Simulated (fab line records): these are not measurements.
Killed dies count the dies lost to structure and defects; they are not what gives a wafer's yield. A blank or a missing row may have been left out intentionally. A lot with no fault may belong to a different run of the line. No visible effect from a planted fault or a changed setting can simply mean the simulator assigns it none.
What tool caused it? ; flow gf180mcu ; 36 wafers from 12 lots sampled at 4 of the route's 602 steps

== WHAT THE GAUGES READ, wafer by wafer ==
GF_V1_THK_MEAS_03. Usual: V1_CVD_02_THK gives 843 nm (standard deviation 12).
lot;measured;on;V1_CVD_02_THK (nm);flag
L960;day 18 15:11;film-metro-01;835 833 855;
L962;day 19 05:43;film-metro-01;828 849 846;
L967;day 21 01:17;film-metro-02;828 842 850;
L968;day 21 05:31;film-metro-02;654 837 861;OFF
L969;day 21 19:26;film-metro-01;676 847 866;OFF
L970;day 22 03:26;film-metro-02;847 851 846;
L971;day 22 13:12;film-metro-01;835 856 858;
L972;day 22 19:52;film-metro-02;837 830 858;
L976;day 24 02:42;film-metro-04;838 814 848;
L978;day 24 18:24;film-metro-01;824 827 859;
L979;day 24 21:51;film-metro-04;839 862 871;
L980;day 25 09:11;film-metro-01;823 821 835;

== EACH LOT AND THE TOOL THAT RAN IT (in order: tool; ch and the chambers of the sampled wafers; start) ==
lot;GF_CONTACT_CMP_04;GF_CONTACT_CVD_24;GF_V1_CVD_02
L960;cmp-01 ch 0,1, day 16 14:47;cvd-w-01 ch 0,1, day 17 14:48;pecvd-02 ch 0,1, day 18 15:07
L962;cmp-01 ch 2,3, day 17 02:52;cvd-w-02 ch 0, day 18 03:28;pecvd-03 ch 1,2, day 19 05:38
L967;cmp-01 ch 1,2,3, day 18 21:07;cvd-w-02 ch 0,1, day 19 22:33;pecvd-03 ch 0,2, day 21 01:11
L968;cmp-01 ch 0,2, day 19 02:10;cvd-w-02 ch 0,1, day 20 03:31;pecvd-03 ch 0,1,2, day 21 05:26
L969;cmp-01 ch 0,1,2, day 19 15:38;cvd-w-02 ch 0, day 20 16:38;pecvd-03 ch 0,1,2, day 21 19:22
L970;cmp-02 ch 0,1, day 19 23:40;cvd-w-02 ch 0,1, day 21 01:35;pecvd-04 ch 0,2, day 22 03:23
L971;cmp-01 ch 0,3, day 20 09:56;cvd-w-01 ch 0,1, day 21 11:20;pecvd-02 ch 0,1, day 22 13:07
L972;cmp-01 ch 0,2,3, day 20 17:45;cvd-w-01 ch 0,1, day 21 19:10;pecvd-04 ch 0,1, day 22 19:47
L976;cmp-01 ch 0,1,3, day 22 02:00;cvd-w-02 ch 0,1, day 23 02:28;pecvd-04 ch 0,2, day 24 02:38
L978;cmp-01 ch 0,2,3, day 22 19:05;cvd-w-01 ch 0,1, day 23 18:54;pecvd-04 ch 0,1,2, day 24 18:19
L979;cmp-02 ch 0,2, day 22 22:45;cvd-w-01 ch 0,1, day 23 22:29;pecvd-03 ch 1,2, day 24 21:47
L980;cmp-01 ch 1,2,3, day 23 11:22;cvd-w-01 ch 0,1, day 24 08:55;pecvd-02 ch 1,2, day 25 09:07
- GF_CONTACT_CMP_04: polishes SiO2.
- GF_CONTACT_CVD_24: deposits W, target thk 300 nm, time 90.339 s.
- GF_V1_CVD_02: deposits SiO2 from TEOS, target thk 850 nm, time 94.851 s.

== WHAT THE TOOLS THEMSELVES READ (means of the sampled wafers that have a number; where no wafer has one, the mark that the record gives instead) ==
GF_CONTACT_CMP_04. Usual: motor-current-A 11.5 A, standard deviation 1.2; time-to-endpoint-s 114 s, standard deviation 7.5.
lot;tool;motor-current-A (A);time-to-endpoint-s (s);flag
L960;cmp-01;10.3;108;
L962;cmp-01;12.2;115;
L967;cmp-01;11.9;118;
L968;cmp-01;11.6;117;
L969;cmp-01;11.0;119;
L970;cmp-02;12.1;105;
L971;cmp-01;10.4;114;
L972;cmp-01;11.7;113;
L976;cmp-01;11.4;115;
L978;cmp-01;11.4;113;
L979;cmp-02;12.3;107;
L980;cmp-01;11.3;119;

GF_CONTACT_CVD_24. Usual: heater-power-w 916 W, standard deviation 62; susceptor-temp-C 399.97 C, standard deviation 0.23.
lot;tool;heater-power-w (W);susceptor-temp-C (C);flag
L960;cvd-w-01;879;400.00;
L962;cvd-w-02;953;399.84;
L967;cvd-w-02;921;400.04;
L968;cvd-w-02;945;399.93;
L969;cvd-w-02;970;399.66;
L970;cvd-w-02;935;399.83;
L971;cvd-w-01;944;399.96;
L972;cvd-w-01;873;399.92;
L976;cvd-w-02;936;399.98;
L978;cvd-w-01;888;400.02;
L979;cvd-w-01;901;400.10;
L980;cvd-w-01;934;399.97;

GF_V1_CVD_02. Usual: heater-power-w 672 W, standard deviation 80; susceptor-temp-C 400.02 C, standard deviation 0.22.
lot;tool;heater-power-w (W);susceptor-temp-C (C);flag
L960;pecvd-02;740;400.00;
L962;pecvd-03;714;399.89;
L967;pecvd-03;614;399.87;
L968;pecvd-03;639;399.80;
L969;pecvd-03;612;400.21;
L970;pecvd-04;669;399.94;
L971;pecvd-02;739;400.10;
L972;pecvd-04;624;400.14;
L976;pecvd-04;702;399.77;
L978;pecvd-04;708;399.98;
L979;pecvd-03;651;400.03;
L980;pecvd-02;747;400.17;

== THE ANSWER, worked out from the rows above alone ==
Rule: a lot is off if the mean of its wafers that have a number lies more than 3 standard deviations from the usual mean. A lot without any number at a reading at which 4 lots or more have one is off too. All remaining lots with rows at the step are treated as sound. Order of review: gauges by route order, followed by the tools' own readings, for which a lot's mean as printed above is used. The first step at which some lot is off is used, and at that step the reading that is off furthest; a lot without a number counts as furthest.
Off: at GF_V1_THK_MEAS_03 (V1_CVD_02_THK), L968, L969.
If a tool, at a process step before that reading, ran all the lots that are off and no sound lot after the first of them, it fits. Those tools and the gauges at GF_V1_THK_MEAS_03 are tried in the same way. Of those tried, none fits.

== WHAT HAD BEEN PUT IN BY THE SIMULATOR ==
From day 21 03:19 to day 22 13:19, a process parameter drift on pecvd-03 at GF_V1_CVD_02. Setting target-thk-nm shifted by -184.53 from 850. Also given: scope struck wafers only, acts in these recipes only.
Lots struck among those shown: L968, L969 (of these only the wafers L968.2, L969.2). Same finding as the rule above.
